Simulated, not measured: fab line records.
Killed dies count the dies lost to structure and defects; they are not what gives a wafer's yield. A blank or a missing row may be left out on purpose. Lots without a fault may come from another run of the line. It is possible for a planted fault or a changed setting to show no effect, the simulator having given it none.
A lot that was struck, set against a sound lot || flow sfq-line || 41 steps out of a route of 325
Sound: these wafers, L818.1, L818.3, L818.6. The struck wafers were L831.1, L831.2, L831.6. Last of all comes the cause.
Order at every step that has rows: each side's tool, ch and its chambers, its first start. Under that, the readings that differ: sound wafers || struck wafers || difference of the means || sigmas: that difference in standard deviations of wafers without a fault.
alike: a reading whose means differ by less than 2 such deviations, as well as words and numbers matching on both sides. not compared: withheld readings; readings where some wafer has no value; bounds like >300 that might hide an equal value; numbers whose values overlap and for which the record gives no deviation.
A row with sigmas, a row that says differs or no value, or rows on one side alone: a step with any of these is where the two part. Numbers that have no deviation but don't overlap get no sigmas and don't part them. A reading that every wafer of one side lacks parts them only if that side has two wafers or more.

first, 2 steps without rows for these wafers: SFQ_TRILAYER_I6_VIA_STRIP_SOLV_CLEAN_174 (cleans in NMP, time 600 s); SFQ_TRILAYER_M7_DEP_PRE_CLEAN_176 (time 22.5 s).
SFQ_TRILAYER_M7_DEP_SPUTTER_175: material Nb, target thk 200 nm, time 133.3 s.
  sound: pvd-sputter-05 at day 77 21:22; struck: pvd-sputter-04 at day 84 18:43
  alike: cathode-dc-power-W, substrate-temp-c, throttle-valve-pct
SFQ_M7_RS_MEAS_943: a four-point-probe measurement.
  sound: film-metro-04 at day 77 21:28; struck: film-metro-04 at day 84 18:49
  alike: M7_NB_RS
then, 6 steps without rows for these wafers: SFQ_TRILAYER_M7_LITHO_COAT_182 (resist thk 62 nm); SFQ_TRILAYER_M7_LITHO_COAT_177 (resist thk 600 nm); SFQ_TRILAYER_M7_LITHO_SOFTBAKE_181; SFQ_TRILAYER_M7_LITHO_EXPOSE_178 (exposes mask M7, target cd 500 nm); SFQ_TRILAYER_M7_LITHO_PEB_180 (peb time 60 s); SFQ_TRILAYER_M7_LITHO_DEVELOP_179 (time 60 s).
-- the record jumps here: 4 days lie between the struck wafers' starts before and after --
SFQ_M7_OVL_MEAS_945:
  sound: overlay-01 at day 81 04:12; struck: overlay-01 at day 88 12:18
  alike: M7_OVL
SFQ_TRILAYER_M7_BARC_OPEN_METAL_ETCH_229: etches BARC in O2, target depth 125 nm, time 41.7 s.
  sound on rie-metal-02 ch 0, day 81 04:14; struck on rie-metal-02 ch 0,1, day 88 12:20
  no value came back on the struck wafers for bias-w (W), chamber-pressure-mTorr (mTorr), drypump-motor-current-A (A), oes-product-au (a.u.); on the sound wafers bias-w (W) reads 79.94 79.68 79.86
{"reading": "model.KrF_of_TRILAYER_M7_LITHO_COAT_177.thk-nm (nm)", "sound": "521.7 519.2 521.9", "struck": "573.1 572.8 571.9", "difference": "+51.7", "sigmas": ""}
  not compared: rf-hours-counter-h
SFQ_TRILAYER_M7_ETCH_METAL_ETCH_180: etches Nb in Cl2/Ar, stops on SiO2, target depth 240 nm, time 120 s.
  sound on rie-metal-02 ch 0, day 81 04:18; struck on rie-metal-02 ch 0,1, day 88 12:23
{"reading": "oes-product-au (a.u.)", "sound": "0.886 0.891 0.894", "struck": "0.370 0.382 0.378", "difference": -0.514, "sigmas": -67}
{"reading": "model.KrF_of_TRILAYER_M7_LITHO_COAT_177.thk-nm (nm)", "sound": "381.3 378.8 381.7", "struck": "433.5 431.9 432.3", "difference": "+52.0", "sigmas": ""}
  alike: bias-w, chamber-pressure-mTorr, drypump-motor-current-A
  not compared: rf-hours-counter-h
then, 3 steps without rows for these wafers: SFQ_TRILAYER_M7_STRIP_STRIP_181 (strips in O2); SFQ_TRILAYER_M7_STRIP_SOLV_CLEAN_182 (cleans in NMP, time 600 s); SFQ_TRILAYER_I7_DEP_PECVD_183 (deposits SiO2 from SiH4/N2O, time 111.11 s, target thk 500 nm).
SFQ_TRILAYER_I7_CMP_CMP_184: polishes SiO2.
  sound on cmp-01 ch 1,2,3, day 81 06:37; struck on cmp-02 ch 0,1, day 88 13:22
{"reading": "time-to-endpoint-s (s)", "sound": "210 212 224", "struck": "204 194 206", "difference": -14, "sigmas": -2}
  alike: motor-current-A
SFQ_I7_BOW_MEAS_946:
  sound: film-metro-04 at day 81 09:37; struck: film-metro-01 at day 88 16:22
  alike: I7_BOW
SFQ_TRILAYER_I7_METRO_MEASURE_185:
  sound: film-metro-04 at day 81 09:44; struck: film-metro-01 at day 88 16:29
  alike: thk-nm
then, 3 steps without rows for these wafers: SFQ_TRILAYER_I7_VIA_LITHO_COAT_192 (resist thk 62 nm); SFQ_TRILAYER_I7_VIA_LITHO_COAT_187 (resist thk 650 nm); SFQ_TRILAYER_I7_VIA_LITHO_SOFTBAKE_191.
-- the record jumps here: 4 days lie between the struck wafers' starts before and after --
SFQ_TRILAYER_I7_VIA_LITHO_EXPOSE_188: exposes mask I7, target cd 1000 nm.
  struck on krf-scanner-02, day 92 10:55; sound on krf-scanner-02 ch 0, day 81 19:38
  no value came back on the struck wafers for exposure-dose-mJ-cm2, focus-offset-nm (nm); on the sound wafers exposure-dose-mJ-cm2 reads 21.302 21.281 21.314
  alike: mask
then, 2 steps without rows for these wafers: SFQ_TRILAYER_I7_VIA_LITHO_PEB_190 (peb time 60 s); SFQ_TRILAYER_I7_VIA_LITHO_DEVELOP_189 (time 60 s).
SFQ_I7_OVL_MEAS_947:
  sound: overlay-02 at day 81 21:08; struck: overlay-01 at day 92 12:25
{"reading": "I7_OVL (nm)", "sound": "-4 0 -3", "struck": "- - -", "difference": "no value on the struck wafers", "sigmas": ""}
SFQ_TRILAYER_I7_VIA_BARC_OPEN_VIA_ETCH_260: etches BARC in O2, target depth 125 nm, time 41.7 s.
  sound on rie-diel-04 ch 0,1,3, day 81 21:10; struck on rie-diel-02 ch 0,3, day 92 12:28
  alike: bias-w, chamber-pressure-mTorr, drypump-motor-current-A, oes-product-au
  not compared: rf-hours-counter-h
SFQ_TRILAYER_I7_VIA_ETCH_VIA_ETCH_190: etches SiO2 in CHF3, stops on Nb, target depth 260 nm.
  sound on rie-diel-04 ch 0,1,3, day 81 21:13; struck on rie-diel-02 ch 0,3, day 92 12:30
{"reading": "oes-product-au (a.u.)", "sound": "0.857 0.857 0.848", "struck": "0.370 0.379 0.387", "difference": -0.475, "sigmas": -93}
  alike: bias-w, chamber-pressure-mTorr, drypump-motor-current-A
then, 8 steps without rows for these wafers: SFQ_TRILAYER_I7_VIA_STRIP_STRIP_191 (strips in O2); SFQ_TRILAYER_I7_VIA_STRIP_SOLV_CLEAN_192 (cleans in NMP, time 600 s); SFQ_TRILAYER_M8_LITHO_LOR_COAT_197; SFQ_TRILAYER_M8_LITHO_LOR_BAKE_198; SFQ_TRILAYER_M8_LITHO_COAT_193 (resist thk 600 nm); SFQ_TRILAYER_M8_LITHO_SOFTBAKE_199; SFQ_TRILAYER_M8_LITHO_PEB_196 (peb time 60 s); SFQ_TRILAYER_M8_LITHO_DEVELOP_195 (img clear 15 s, time 55 s).
SFQ_M8_OVL_MEAS_948:
  sound: overlay-02 at day 82 02:02; struck: overlay-01 at day 92 16:11
{"reading": "M8_OVL (nm)", "sound": "10 9 10", "struck": "- - -", "difference": "no value on the struck wafers", "sigmas": ""}
then, 3 steps without rows for these wafers: SFQ_TRILAYER_M8_DEP_EVAP_197 (material Ti, target thk 20 nm, time 100 s); SFQ_TRILAYER_M8_DEP_EVAP_198 (material Pt, target thk 50 nm, time 250 s); SFQ_TRILAYER_M8_DEP_EVAP_196 (material Au, target thk 180 nm, time 900 s).
SFQ_M8_BOW_MEAS_951:
  sound: film-metro-02 at day 82 03:11; struck: film-metro-04 at day 92 17:19
{"reading": "model.etest.m8.ohm-sq", "sound": "0.153 0.1502 0.1503", "struck": "1e+06 1e+06 1e+06", "difference": "+1e+06", "sigmas": ""}
{"reading": "model.etest.i7.link-ohm", "sound": "1.063 1.036 1.048", "struck": "1e+06 1e+06 1e+06", "difference": "+1e+06", "sigmas": ""}
{"reading": "model.etest.m7.comb-log10-ohm", "sound": "12 12 12", "struck": "0 0 0", "difference": -12, "sigmas": ""}
  alike: M8_BOW

== WHERE THEY PART ==
At SFQ_TRILAYER_M7_BARC_OPEN_METAL_ETCH_229 first; at SFQ_M8_OVL_MEAS_948 last (within this record only). Later steps at which nothing parts them and some readings are alike: SFQ_M8_BOW_MEAS_951.

WHY: what the simulator had put in
Step skipped in full: rie-metal-02, at SFQ_TRILAYER_M7_BARC_OPEN_METAL_ETCH_229, from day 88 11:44 onward. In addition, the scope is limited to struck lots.
